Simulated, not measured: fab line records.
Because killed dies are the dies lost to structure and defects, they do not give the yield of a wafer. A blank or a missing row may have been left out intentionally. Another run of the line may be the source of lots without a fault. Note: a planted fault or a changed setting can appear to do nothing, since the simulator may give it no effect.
What tool caused it? + flow sky130 + 11 lots, 33 wafers sampled, at 6 steps of a route of 708

== WHAT THE GAUGES READ, wafer by wafer ==
SKY_VIA1_CD_MEAS_12 targets a cd of 150 nm.
| lot  | measured     | on       | cdNm (nm)         |
|------|--------------|----------|-------------------|
| L814 | day 33 22:23 | cdSem-02 | 149.3 150.0 148.5 |
| L817 | day 34 17:31 | cdSem-02 | 152.1 150.9 149.7 |
| L818 | day 35 20:52 | cdSem-01 | 149.3 146.7 147.4 |
| L819 | day 36 01:28 | cdSem-01 | 149.9 150.0 148.8 |
| L821 | day 36 12:38 | cdSem-01 | 147.9 149.7 148.8 |
| L829 | day 39 10:03 | cdSem-01 | 150.5 150.5 151.5 |
| L831 | day 39 15:09 | cdSem-01 | 149.6 150.3 150.2 |
| L832 | day 39 16:55 | cdSem-01 | 149.5 147.4 148.0 |
| L834 | day 40 02:03 | cdSem-02 | 149.1 149.7 149.1 |
| L836 | day 40 23:16 | cdSem-02 | 151.6 149.8 150.2 |
| L837 | day 41 00:46 | cdSem-02 | 152.5 151.5 151.4 |

SKY_METAL2_CD_MEAS_15 targets a cd of 140 nm.
| lot  | measured     | on       | cdNm (nm)         |
|------|--------------|----------|-------------------|
| L814 | day 35 03:16 | cdSem-02 | 138.3 138.8 138.3 |
| L817 | day 35 21:10 | cdSem-02 | 141.2 140.2 139.9 |
| L818 | day 37 01:01 | cdSem-01 | - 141.6 140.2     |
| L819 | day 37 05:01 | cdSem-02 | 138.3 - 139.2     |
| L821 | day 37 16:44 | cdSem-02 | 136.4 - 139.2     |
| L829 | day 40 12:29 | cdSem-02 | 139.7 140.2 141.2 |
| L831 | day 40 16:48 | cdSem-02 | 137.3 136.2 136.9 |
| L832 | day 40 18:45 | cdSem-02 | 139.6 140.7 139.2 |
| L834 | day 41 04:07 | cdSem-01 | 138.0 138.6 139.2 |
| L836 | day 42 00:34 | cdSem-02 | 141.7 140.7 141.6 |
| L837 | day 42 03:07 | cdSem-02 | 139.0 138.7 139.0 |

SKY_METAL2_OVL_MEAS_16.
| lot  | measured     | on         | METAL2_OVL (nm) |
|------|--------------|------------|-----------------|
| L814 | day 35 03:23 | overlay-02 | -7 1 -4         |
| L817 | day 35 21:14 | overlay-02 | 7 1 0           |
| L818 | day 37 01:05 | overlay-01 | - 0 5           |
| L819 | day 37 05:08 | overlay-02 | -5 - -1         |
| L821 | day 37 16:50 | overlay-02 | 3 - 9           |
| L829 | day 40 12:35 | overlay-01 | -2 -8 1         |
| L831 | day 40 16:53 | overlay-02 | -1 -7 -1        |
| L832 | day 40 18:52 | overlay-01 | -1 1 3          |
| L834 | day 41 04:13 | overlay-02 | -8 -5 -9        |
| L836 | day 42 00:41 | overlay-02 | -4 -8 4         |
| L837 | day 42 03:14 | overlay-01 | -3 -3 3         |

SKY_METAL3_CD_MEAS_13 targets a cd of 300 nm.
| lot  | measured     | on       | cdNm (nm)         |
|------|--------------|----------|-------------------|
| L814 | day 38 12:17 | cdSem-01 | 301.0 301.9 300.9 |
| L817 | day 39 06:22 | cdSem-01 | 298.3 300.0 299.3 |
| L818 | day 40 08:48 | cdSem-02 | 300.8 301.5       |
| L819 | day 40 13:16 | cdSem-02 | 299.8 301.0       |
| L821 | day 41 00:20 | cdSem-02 | 301.1 300.2       |
| L829 | day 43 14:33 | cdSem-01 | 298.4 298.5 298.9 |
| L831 | day 43 17:36 | cdSem-02 | 299.3 299.3 299.2 |
| L832 | day 43 21:13 | cdSem-02 | 299.4 299.2 299.5 |
| L834 | day 44 04:36 | cdSem-02 | 300.8 300.9 299.7 |
| L836 | day 45 00:31 | cdSem-02 | 296.6 299.7 297.5 |
| L837 | day 45 04:01 | cdSem-02 | 299.5 299.3 299.6 |

== WHAT TOOL EACH LOT RAN ON (gives the tool, then ch and the chambers of the sampled wafers, and finally the start) ==
| lot  | SKY_METAL2_EXPOSE_12             | SKY_METAL3_SPUTTER_01       |
|------|----------------------------------|-----------------------------|
| L814 | krfScanner-01 ch 0, day 34 13:15 | pvdSputter-04, day 36 07:40 |
| L817 | krfScanner-02 ch 0, day 35 08:16 | pvdSputter-03, day 37 01:41 |
| L818 | krfScanner-02 ch 0, day 36 11:46 | pvdSputter-02, day 38 06:37 |
| L819 | krfScanner-02 ch 0, day 36 15:25 | pvdSputter-03, day 38 10:28 |
| L821 | krfScanner-02 ch 0, day 37 03:53 | pvdSputter-03, day 38 21:41 |
| L829 | krfScanner-02 ch 0, day 40 00:14 | pvdSputter-03, day 41 16:12 |
| L831 | krfScanner-01 ch 0, day 40 04:40 | pvdSputter-03, day 41 20:35 |
| L832 | krfScanner-01 ch 0, day 40 06:37 | pvdSputter-02, day 41 23:02 |
| L834 | krfScanner-02 ch 0, day 40 16:09 | pvdSputter-03, day 42 07:12 |
| L836 | krfScanner-02 ch 0, day 41 13:18 | pvdSputter-04, day 43 02:32 |
| L837 | krfScanner-02 ch 0, day 41 15:25 | pvdSputter-04, day 43 06:55 |
- SKY_METAL2_EXPOSE_12: exposes mask MM2, target cd 140 nm.
- SKY_METAL3_SPUTTER_01: material TiN, target thk 20 nm, time 16.7 s.

== AS READ BY THE TOOLS THEMSELVES (means over the sampled wafers that have a number; for cases with no such wafer, the mark the record gives instead) ==
SKY_METAL2_EXPOSE_12.
| lot  | tool          | reticleTempC (C) |
|------|---------------|------------------|
| L814 | krfScanner-01 | 23.01            |
| L817 | krfScanner-02 | 23.14            |
| L818 | krfScanner-02 | 23.08            |
| L819 | krfScanner-02 | 23.01            |
| L821 | krfScanner-02 | 22.94            |
| L829 | krfScanner-02 | 22.96            |
| L831 | krfScanner-01 | 23.15            |
| L832 | krfScanner-01 | 22.94            |
| L834 | krfScanner-02 | 23.09            |
| L836 | krfScanner-02 | 23.05            |
| L837 | krfScanner-02 | 22.97            |

SKY_METAL3_SPUTTER_01.
| lot  | tool          | throttleValvePct (%) |
|------|---------------|----------------------|
| L814 | pvdSputter-04 | 28.7                 |
| L817 | pvdSputter-03 | 31.6                 |
| L818 | pvdSputter-02 | 29.7                 |
| L819 | pvdSputter-03 | 31.6                 |
| L821 | pvdSputter-03 | 31.6                 |
| L829 | pvdSputter-03 | 31.6                 |
| L831 | pvdSputter-03 | 31.3                 |
| L832 | pvdSputter-02 | 29.5                 |
| L834 | pvdSputter-03 | 31.7                 |
| L836 | pvdSputter-04 | 28.7                 |
| L837 | pvdSputter-04 | 30.0                 |

== THE ANSWER, worked out from the rows above alone ==
Rule: the lots themselves supply what counts as usual. The widest of any qualifying gaps counts: lots, ordered by their means at a reading, are off when they make up no more than a third of the lots, leave a main group of 4 or more, and stand apart from it by 3 or more times the standard deviation of that group's means. The tables above print the reading to a certain number of digits; a main group whose means all agree to those digits is not used. Also off: a lot with no number at a reading for which 4 or more lots have one. Where the step has rows for the other lots, those lots are counted as sound. Order of review: gauges by route order, followed by the tools' own readings, for which a lot's mean as printed above is used. The first step at which some lot is off is used, and at that step the reading that is off furthest; a lot without a number counts as furthest.
Across all readings shown, no lot is off: no conclusion can be drawn from this.

== WHAT WAS PUT IN BY THE SIMULATOR ==
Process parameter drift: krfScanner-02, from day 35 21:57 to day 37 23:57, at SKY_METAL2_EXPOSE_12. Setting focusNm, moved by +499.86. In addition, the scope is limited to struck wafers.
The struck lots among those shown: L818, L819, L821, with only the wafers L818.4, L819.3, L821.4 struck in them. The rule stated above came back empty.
